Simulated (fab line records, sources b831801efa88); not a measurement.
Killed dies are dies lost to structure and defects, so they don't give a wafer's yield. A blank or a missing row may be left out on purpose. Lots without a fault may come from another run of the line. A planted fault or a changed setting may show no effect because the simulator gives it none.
Split-lot experiment | flow gf180mcu | 5 lots, 23 wafers read, on a route of 602 steps

THE SPLIT
At GF_HV_LDD_IMPLANT_21, the setting energy_kev was moved away from the recipe's 25 on 5 of the 23 wafers read, by +2.6% to +5.2%. The other wafers ran this setting at the recipe's value.

The reading is taken at the split's own step.

THE READING
implant.drp_nm (the simulator's own value, which no gauge read), in nm, at GF_HV_LDD_IMPLANT_21. The file gives no usual value for it.

wafer  | tool, chamber at the split | energy_kev as run | against the recipe | implant.drp_nm, nm | against lot-mates on the recipe
L075.1 | implanter-01, 0            | 25                | recipe             | 11.41              | -
L075.2 | implanter-01, 0            | 25                | recipe             | 11.41              | -
L075.4 | implanter-01, 0            | 25                | recipe             | 11.41              | -
L075.5 | implanter-01, 0            | 25                | recipe             | 11.41              | -
L075.6 | implanter-01, 0            | 25                | recipe             | 11.41              | -
L082.1 | implanter-03, 0            | 25                | recipe             | 11.41              | -
L082.2 | implanter-03, 0            | 25                | recipe             | 11.41              | -
L082.3 | implanter-03, 0            | 25                | recipe             | 11.41              | -
L082.4 | implanter-03, 0            | 25                | recipe             | 11.41              | -
L082.5 | implanter-03, 0            | 25                | recipe             | 11.41              | -
L083.2 | implanter-02, 0            | 25                | recipe             | 11.41              | -
L083.3 | implanter-02, 0            | 25                | recipe             | 11.41              | -
L083.4 | implanter-02, 0            | 25                | recipe             | 11.41              | -
L084.1 | implanter-01, 0            | 26.31             | +5.2%              | 11.83              | +0.42
L084.2 | implanter-01, 0            | 26.31             | +5.2%              | 11.83              | +0.42
L084.4 | implanter-01, 0            | 26.31             | +5.2%              | 11.83              | +0.42
L084.3 | implanter-01, 0            | 25                | recipe             | 11.41              | -
L084.5 | implanter-01, 0            | 25                | recipe             | 11.41              | -
L085.1 | implanter-03, 0            | 25.64             | +2.6%              | 11.62              | +0.21
L085.6 | implanter-03, 0            | 25.64             | +2.6%              | 11.62              | +0.21
L085.2 | implanter-03, 0            | 25                | recipe             | 11.41              | -
L085.3 | implanter-03, 0            | 25                | recipe             | 11.41              | -
L085.4 | implanter-03, 0            | 25                | recipe             | 11.41              | -

THE FIT
A straight line over all 23 wafers: implant.drp_nm changes by +0.0804 nm for each +1% of energy_kev; r = +1.00; the points scatter about the line by 0.0014 nm.
The same after taking each lot's own level away (the mean of its wafers on the recipe; 23 wafers): +0.0804 nm for each +1%; r = +1.00; scatter 0.0014 nm.
On that fit, the largest move of energy_kev shifts the reading by 0.42 nm.
The lots' own levels span 11.410 to 11.410 nm.
So the lot-to-lot level changes the slope little: the two slopes agree.
Check: with one of the wafers moved furthest among these (+5.2%) left out of the fit, the line predicts +0.422 nm for it against its lot-mates. It came out at +0.42 nm against them.

OTHER SPLITS ON THESE WAFERS
These wafers also went through other splits before the reading. Each is held against what the fit with the lots' levels taken away leaves over:
other split on the same wafers  | wafers away from the commonest value | r with implant.drp_nm (lot level and that fit taken away)
GF_HV_LDD_COAT_14 resist_thk_nm | 8                                    | +0.20

THE WHOLE CHAIN: every reading that the file lists as answering this split, in the file's order
step                 | what it does | reading                                                         | change (the file's fit)                | r (the file's)
GF_HV_LDD_IMPLANT_21 |              | implant.rp_nm (the simulator's own value, which no gauge read)  | +0.162 nm for each +1% of the setting  | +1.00
GF_HV_LDD_IMPLANT_21 |              | implant.drp_nm (the simulator's own value, which no gauge read) | +0.0799 nm for each +1% of the setting | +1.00

THE FILE'S OWN FIT
implant.drp_nm changes by +0.0799 nm for each +1% of energy_kev, r = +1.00.
